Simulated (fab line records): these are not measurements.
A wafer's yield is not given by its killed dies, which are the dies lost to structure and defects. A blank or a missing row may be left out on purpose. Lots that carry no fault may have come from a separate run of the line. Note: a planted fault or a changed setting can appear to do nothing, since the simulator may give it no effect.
Which tool was responsible? ; flow sky130 ; Sampling: 10 lots, 29 wafers, 6 of 708 route steps

## WHAT EACH GAUGE READ, for each wafer
SKY_CAPM_RS_MEAS_03: uses a four-point probe to measure.
lot;measured;on;CAPM_TIN_RS (ohm/sq)
L962;day 36 09:23;filmMetro-03;6.88 6.91 6.83
L963;day 37 02:17;filmMetro-02;6.94 6.83 6.91
L964;day 37 05:20;filmMetro-02;6.87 6.89 6.95
L970;day 38 20:56;filmMetro-02;7.41 7.28
L972;day 39 12:41;filmMetro-02;7.21 7.13 7.26
L973;day 39 20:02;filmMetro-03;7.22 7.35 7.27
L975;day 40 20:57;filmMetro-04;6.93 6.97 6.94
L979;day 41 17:27;filmMetro-03;6.96 7.04 7.01
L981;day 42 09:32;filmMetro-02;6.89 6.89 6.95
L982;day 42 14:46;filmMetro-04;6.78 6.69 6.80

SKY_CAPM_THK_MEAS_04: measures by xrf.
lot;measured;on;CAPM_TIN_THK (nm)
L962;day 36 09:30;filmMetro-03;200.2 200.0 202.1
L963;day 37 02:23;filmMetro-02;198.8 201.8 199.5
L964;day 37 05:26;filmMetro-02;200.8 201.1 199.8
L970;day 38 21:01;filmMetro-02;185.2 189.5
L972;day 39 12:47;filmMetro-02;192.3 194.0 190.9
L973;day 39 20:10;filmMetro-03;190.6 188.5 190.8
L975;day 40 21:04;filmMetro-04;202.0 200.2 200.8
L979;day 41 17:34;filmMetro-03;198.3 196.3 196.2
L981;day 42 09:38;filmMetro-02;200.4 200.8 198.1
L982;day 42 14:53;filmMetro-04;206.4 208.5 204.2

## TOOL THAT RAN EACH LOT (tool first, then ch and the chambers of the sampled wafers, then the start)
lot;SKY_VIA1_SPUTTER_20;SKY_METAL2_SPUTTER_04;SKY_VIA2_CMP_02;SKY_CAPM_SPUTTER_02
L962;pvdSputter-02, day 34 00:43;pvdSputter-04, day 34 01:26;cmp-01 ch 2,3, day 35 05:28;pvdSputter-04, day 36 09:16
L963;pvdSputter-04, day 34 17:26;pvdSputter-04, day 34 18:10;cmp-02 ch 2,3, day 35 22:03;pvdSputter-03, day 37 02:08
L964;pvdSputter-03, day 34 20:53;pvdSputter-04, day 34 21:37;cmp-02 ch 0,2, day 36 01:34;pvdSputter-03, day 37 05:12
L970;pvdSputter-02, day 36 13:34;pvdSputter-02, day 36 14:22;cmp-02 ch 0,3, day 37 17:26;pvdSputter-04, day 38 20:49
L972;pvdSputter-04, day 37 04:59;pvdSputter-04, day 37 05:43;cmp-01 ch 0,3, day 38 09:14;pvdSputter-04, day 39 12:31
L973;pvdSputter-04, day 37 13:10;pvdSputter-02, day 37 13:53;cmp-01 ch 0,1,3, day 38 16:37;pvdSputter-04, day 39 19:56
L975;pvdSputter-04, day 38 14:10;pvdSputter-04, day 38 14:53;cmp-01 ch 0,1,3, day 39 17:19;pvdSputter-03, day 40 20:50
L979;pvdSputter-02, day 39 11:40;pvdSputter-02, day 39 12:40;cmp-01 ch 0,1, day 40 14:49;pvdSputter-03, day 41 17:19
L981;pvdSputter-02, day 40 04:58;pvdSputter-04, day 40 05:41;cmp-01 ch 0,2,3, day 41 07:30;pvdSputter-04, day 42 09:23
L982;pvdSputter-02, day 40 10:26;pvdSputter-01, day 40 11:10;cmp-02 ch 0,1,3, day 41 13:15;pvdSputter-04, day 42 14:39
- SKY_VIA1_SPUTTER_20: material TiN, target thk 20 nm, time 80 s.
- SKY_METAL2_SPUTTER_04: material TiN, target thk 70 nm, time 58.3 s.
- SKY_VIA2_CMP_02: polishes SiO2.
- SKY_CAPM_SPUTTER_02: material TiN, target thk 200 nm, time 166.7 s.

## WHAT THE TOOLS THEMSELVES READ (means of the sampled wafers that have a number; where no wafer has one, the mark that the record gives instead)
SKY_VIA1_SPUTTER_20.
lot;tool;cathodeDcPowerW (W);throttleValvePct (%)
L962;pvdSputter-02;4000.2;29.4
L963;pvdSputter-04;4000.2;30.4
L964;pvdSputter-03;3999.8;30.5
L970;pvdSputter-02;4000.1;30.4
L972;pvdSputter-04;3999.5;30.2
L973;pvdSputter-04;4000.2;30.3
L975;pvdSputter-04;3999.6;30.3
L979;pvdSputter-02;4000.2;29.6
L981;pvdSputter-02;4000.5;29.8
L982;pvdSputter-02;4000.9;28.8

SKY_METAL2_SPUTTER_04.
lot;tool;cathodeDcPowerW (W);throttleValvePct (%)
L962;pvdSputter-04;6499.7;30.3
L963;pvdSputter-04;6499.2;30.2
L964;pvdSputter-04;6501.3;29.9
L970;pvdSputter-02;6499.7;29.1
L972;pvdSputter-04;6498.8;30.6
L973;pvdSputter-02;6500.1;28.8
L975;pvdSputter-04;6499.7;30.5
L979;pvdSputter-02;6500.0;28.6
L981;pvdSputter-04;6499.2;30.7
L982;pvdSputter-01;6499.9;28.8

SKY_VIA2_CMP_02.
lot;tool;motorCurrentA (A)
L962;cmp-01;12.9
L963;cmp-02;14.8
L964;cmp-02;14.3
L970;cmp-02;14.4
L972;cmp-01;11.8
L973;cmp-01;12.1
L975;cmp-01;12.1
L979;cmp-01;12.0
L981;cmp-01;12.2
L982;cmp-02;14.2

SKY_CAPM_SPUTTER_02.
lot;tool;cathodeDcPowerW (W);throttleValvePct (%)
L962;pvdSputter-04;6499.3;30.1
L963;pvdSputter-03;6499.5;30.5
L964;pvdSputter-03;6499.5;30.5
L970;pvdSputter-04;6204.9;30.5
L972;pvdSputter-04;6202.6;30.3
L973;pvdSputter-04;6203.7;30.6
L975;pvdSputter-03;6501.0;30.5
L979;pvdSputter-03;6500.3;30.6
L981;pvdSputter-04;6501.6;30.3
L982;pvdSputter-04;6500.2;30.6

## THE ANSWER, worked out from the rows above alone
Rule: usual is defined by the lots themselves. Put in order of their means at a reading, lots are off if they are a third of the lots or fewer, leave a main group of 4 or more, and stand apart from it by a gap of 3 or more times the standard deviation of the main group's means; of several such gaps the widest counts. A main group whose means are all the same, to the digits that the tables above print for the reading, isn't used. A lot without any number at a reading at which 4 lots or more have one is off too. Any other lot the step has rows for is counted as sound. After the gauges, taken in route order, come the tools' own readings; for these a lot's mean is taken, as printed above. The first step at which some lot is off is used, and at that step the reading that is off furthest; a lot without a number counts as furthest.
Off, at SKY_CAPM_SPUTTER_02 on cathodeDcPowerW: L970, L972, L973. Mean 6500.2 W and standard deviation 0.79 in the main group.
A tool fits if, at that step or a process step before it, it ran every lot that is off, and no sound lot after the first of them. No candidate that was tried fits.

## WHAT HAD BEEN PUT IN BY THE SIMULATOR
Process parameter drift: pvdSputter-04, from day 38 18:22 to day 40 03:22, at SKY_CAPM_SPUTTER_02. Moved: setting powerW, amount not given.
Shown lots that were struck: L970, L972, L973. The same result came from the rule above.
